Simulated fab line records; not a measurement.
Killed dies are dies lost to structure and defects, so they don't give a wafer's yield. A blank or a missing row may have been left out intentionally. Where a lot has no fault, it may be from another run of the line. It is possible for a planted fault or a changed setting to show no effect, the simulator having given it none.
Which tool was responsible? + flow gf180mcu + 33 wafers from 11 lots sampled at 7 of the route's 602 steps

WHAT THE GAUGES SHOWED, per wafer
GF_STI_BOW_MEAS_00.
| lot  | measured    | on            | INCOMING_BOW (um) |
|------|-------------|---------------|-------------------|
| L491 | day 2 06:00 | film-metro-04 | -7 -8 -1          |
| L494 | day 2 21:00 | film-metro-02 | 2 0 1             |
| L496 | day 3 07:00 | film-metro-03 | -6 -2 -1          |
| L501 | day 4 08:00 | film-metro-04 | 7 -1 -5           |
| L502 | day 4 13:00 | film-metro-04 | 9 -4 2            |
| L503 | day 4 18:02 | film-metro-04 | -6 0 -9           |
| L504 | day 4 23:04 | film-metro-04 | -3 -10 11         |
| L505 | day 5 04:04 | film-metro-03 | 4 2 4             |
| L507 | day 5 14:00 | film-metro-04 | 1 -5 5            |
| L508 | day 5 19:04 | film-metro-04 | -3 -5 -3          |
| L510 | day 6 05:01 | film-metro-04 | 9 4 -1            |

GF_VT_IMPLANT_OVL_MEAS_18.
| lot  | measured     | on         | VT_IMPLANT_01_OVL (nm) |
|------|--------------|------------|------------------------|
| L491 | day 7 08:27  | overlay-01 | -0.7 -2.1 -4.0         |
| L494 | day 8 02:55  | overlay-01 | 1.8 1.5 0.6            |
| L496 | day 8 13:00  | overlay-01 | 1.0 0.1 0.4            |
| L501 | day 9 17:49  | overlay-01 | -1.9 -0.6 -0.3         |
| L502 | day 10 01:16 | overlay-01 | - - -                  |
| L503 | day 10 08:55 | overlay-01 | - - -                  |
| L504 | day 10 16:40 | overlay-02 | - - -                  |
| L505 | day 10 20:28 | overlay-01 | 0.1 1.2 0.1            |
| L507 | day 11 08:57 | overlay-01 | -1.6 -2.4 -2.1         |
| L508 | day 11 17:01 | overlay-01 | 3.1 0.6 2.6            |
| L510 | day 12 04:24 | overlay-01 | -0.8 0.6 -0.2          |

GF_VT_IMPLANT_TW_MEAS_32.
| lot  | measured     | on            | VT_IMPLANT_3_TW      |
|------|--------------|---------------|----------------------|
| L491 | day 8 01:24  | film-metro-01 | 269.7 268.4 269.9    |
| L494 | day 8 19:38  | film-metro-04 | 267.2 266.3 266.0    |
| L496 | day 9 06:11  | film-metro-03 | 265.6 266.3 266.1    |
| L501 | day 10 10:30 | film-metro-04 | 264.6 264.3 265.7    |
| L502 | day 10 18:54 | film-metro-03 | 1209.9 1202.1 1201.5 |
| L503 | day 11 02:46 | film-metro-04 | 1207.0 1221.7 1215.2 |
| L504 | day 11 10:55 | film-metro-03 | 1198.3 1201.9 1198.8 |
| L505 | day 11 14:19 | film-metro-04 | 267.3 268.5 267.8    |
| L507 | day 12 02:12 | film-metro-04 | 267.4 267.2 267.2    |
| L508 | day 12 09:40 | film-metro-03 | 264.0 266.3 266.4    |
| L510 | day 12 22:46 | film-metro-01 | 268.0 270.4 270.6    |

GF_VT_IMPLANT_TW_MEAS_43.
| lot  | measured     | on            | VT_IMPLANT_4_TW |
|------|--------------|---------------|-----------------|
| L491 | day 8 17:02  | film-metro-01 | 689 692 689     |
| L494 | day 9 12:21  | film-metro-01 | 693 691 692     |
| L496 | day 9 22:20  | film-metro-04 | 687 686 688     |
| L501 | day 11 04:32 | film-metro-01 | 691 695 692     |
| L502 | day 11 12:26 | film-metro-01 | 1276 1272 1283  |
| L503 | day 11 20:06 | film-metro-01 | 1284 1282 1290  |
| L504 | day 12 03:46 | film-metro-01 | 1278 1282 1285  |
| L505 | day 12 06:56 | film-metro-01 | 695 690 692     |
| L507 | day 12 18:27 | film-metro-04 | 685 685 684     |
| L508 | day 13 04:47 | film-metro-04 | 686 684 683     |
| L510 | day 13 18:47 | film-metro-04 | 682 685 682     |

EACH LOT AND THE TOOL THAT RAN IT (in order: tool; ch and the chambers of the sampled wafers; start)
| lot  | GF_STI_ETCH_13                    | GF_VT_IMPLANT_COAT_13             | GF_VT_IMPLANT_STRIP_20               |
|------|-----------------------------------|-----------------------------------|--------------------------------------|
| L491 | rie-diel-04 ch 0,2,3, day 2 22:41 | litho-track-04 ch 0, day 7 00:46  | plasma-asher-01 ch 0,1, day 7 08:38  |
| L494 | rie-diel-02 ch 1,2,3, day 3 14:11 | litho-track-04 ch 0, day 7 18:31  | plasma-asher-04 ch 0,1, day 8 03:06  |
| L496 | rie-diel-04 ch 0,2,3, day 3 23:08 | litho-track-04 ch 0, day 8 04:55  | plasma-asher-01 ch 0,1, day 8 13:11  |
| L501 | rie-diel-02 ch 0,2, day 5 01:07   | litho-track-04 ch 0, day 9 09:28  | plasma-asher-01 ch 0,1, day 9 18:00  |
| L502 | rie-diel-04 ch 0,1,3, day 5 06:28 | litho-track-04, day 9 17:13       | plasma-asher-03 ch 0,1, day 10 01:27 |
| L503 | rie-diel-04 ch 0,1,2, day 5 12:19 | litho-track-01, day 10 00:39      | plasma-asher-01 ch 0,1, day 10 09:07 |
| L504 | rie-diel-01 ch 2,3, day 5 17:04   | litho-track-02, day 10 08:01      | plasma-asher-03 ch 0,1, day 10 16:52 |
| L505 | rie-diel-04 ch 2,3, day 5 22:28   | litho-track-02 ch 0, day 10 11:25 | plasma-asher-03 ch 0,1, day 10 20:40 |
| L507 | rie-diel-02 ch 0,1, day 6 08:08   | litho-track-01 ch 0, day 11 00:09 | plasma-asher-04 ch 0,1, day 11 09:08 |
| L508 | rie-diel-02 ch 0,3, day 6 13:41   | litho-track-04 ch 0, day 11 08:35 | plasma-asher-04 ch 0,1, day 11 17:13 |
| L510 | rie-diel-04 ch 2,3, day 7 00:31   | litho-track-04 ch 0, day 11 20:05 | plasma-asher-04 ch 0,1, day 12 04:35 |
- GF_STI_ETCH_13: etches the open film in CHF3/O2, stops on Si, target depth 282.31 nm, time 112.9 s.
- GF_VT_IMPLANT_COAT_13: resist thk 1000 nm.
- GF_VT_IMPLANT_STRIP_20: strips in O2/N2.

AS READ BY THE TOOLS THEMSELVES (means over the sampled wafers that have a number; for cases with no such wafer, the mark the record gives instead)
GF_STI_ETCH_13.
| lot  | tool        | drypump-motor-current-A (A) | oes-product-au (a.u.) | throttle-valve-pct (%) |
|------|-------------|-----------------------------|-----------------------|------------------------|
| L491 | rie-diel-04 | 5.5                         | 0.832                 | 8.803                  |
| L494 | rie-diel-02 | 5.8                         | 0.829                 | 8.812                  |
| L496 | rie-diel-04 | 5.5                         | 0.833                 | 8.809                  |
| L501 | rie-diel-02 | 6.0                         | 0.832                 | 8.816                  |
| L502 | rie-diel-04 | 5.7                         | 0.833                 | 8.817                  |
| L503 | rie-diel-04 | 5.8                         | 0.821                 | 8.814                  |
| L504 | rie-diel-01 | 5.5                         | 0.839                 | 8.807                  |
| L505 | rie-diel-04 | 5.6                         | 0.827                 | 8.810                  |
| L507 | rie-diel-02 | 6.1                         | 0.837                 | 8.809                  |
| L508 | rie-diel-02 | 6.2                         | 0.830                 | 8.818                  |
| L510 | rie-diel-04 | 5.6                         | 0.821                 | 8.802                  |

GF_VT_IMPLANT_COAT_13.
| lot  | tool           | chill-plate-temp-C (C) | dispense-pressure-kPa (kPa) | resist-line-temp-C (C) |
|------|----------------|------------------------|-----------------------------|------------------------|
| L491 | litho-track-04 | 22.98                  | 58.1                        | 22.88                  |
| L494 | litho-track-04 | 22.96                  | 58.1                        | 22.94                  |
| L496 | litho-track-04 | 22.91                  | 58.0                        | 22.99                  |
| L501 | litho-track-04 | 22.98                  | 58.0                        | 22.96                  |
| L502 | litho-track-04 | -                      | -                           | -                      |
| L503 | litho-track-01 | -                      | -                           | -                      |
| L504 | litho-track-02 | -                      | -                           | -                      |
| L505 | litho-track-02 | 23.08                  | 58.1                        | 23.13                  |
| L507 | litho-track-01 | 22.98                  | 51.4                        | 23.04                  |
| L508 | litho-track-04 | 23.14                  | 58.0                        | 23.06                  |
| L510 | litho-track-04 | 22.99                  | 58.1                        | 23.08                  |

GF_VT_IMPLANT_STRIP_20.
| lot  | tool            | drypump-motor-current-A (A) | heater-power-w (W) | oes-product-au (a.u.) | strip-time-to-endpoint-s (s) |
|------|-----------------|-----------------------------|--------------------|-----------------------|------------------------------|
| L491 | plasma-asher-01 | 5.74                        | 348                | 0.714                 | 12.62                        |
| L494 | plasma-asher-04 | 5.79                        | 353                | 0.716                 | 12.60                        |
| L496 | plasma-asher-01 | 5.76                        | 349                | 0.715                 | 12.61                        |
| L501 | plasma-asher-01 | 5.75                        | 349                | 0.717                 | 12.66                        |
| L502 | plasma-asher-03 | 6.03                        | 340                | -                     | -                            |
| L503 | plasma-asher-01 | 5.75                        | 343                | -                     | -                            |
| L504 | plasma-asher-03 | 5.94                        | 343                | -                     | -                            |
| L505 | plasma-asher-03 | 6.01                        | 334                | 0.712                 | 12.67                        |
| L507 | plasma-asher-04 | 5.69                        | 339                | 0.714                 | 12.65                        |
| L508 | plasma-asher-04 | 5.70                        | 340                | 0.718                 | 12.61                        |
| L510 | plasma-asher-04 | 5.79                        | 348                | 0.717                 | 12.63                        |

THE ANSWER, worked out from the rows above alone
Rule: the usual values come from the lots themselves. Put in order of their means at a reading, lots are off if they are a third of the lots or fewer, leave a main group of 4 or more, and stand apart from it by a gap of 3 or more times the standard deviation of the main group's means; of several such gaps the widest counts. A main group whose means are all the same, to the digits that the tables above print for the reading, isn't used. Also off: a lot with no number at a reading for which 4 or more lots have one. Any other lot the step has rows for is counted as sound. The gauges are gone through in route order, then the tools' own readings, and for those a lot's mean is taken as printed above. At the first step where some lot is off, the reading lying furthest off is the one used; lots without a number count as furthest.
Off: L502, L503, L504, seen at GF_VT_IMPLANT_OVL_MEAS_18 (VT_IMPLANT_01_OVL). Without a number there: L502, L503, L504. The main group has a mean of -0.1 nm with a standard deviation of 1.4.
If a tool, at a process step before that reading, ran all the lots that are off and no sound lot after the first of them, it fits. Not tried: the gauges at GF_VT_IMPLANT_OVL_MEAS_18; whatever is off there is also off at GF_VT_IMPLANT_TW_MEAS_32, on other tools, and gauge error can't account for it. Of those tried, none fits.

WHAT HAD BEEN PUT IN BY THE SIMULATOR
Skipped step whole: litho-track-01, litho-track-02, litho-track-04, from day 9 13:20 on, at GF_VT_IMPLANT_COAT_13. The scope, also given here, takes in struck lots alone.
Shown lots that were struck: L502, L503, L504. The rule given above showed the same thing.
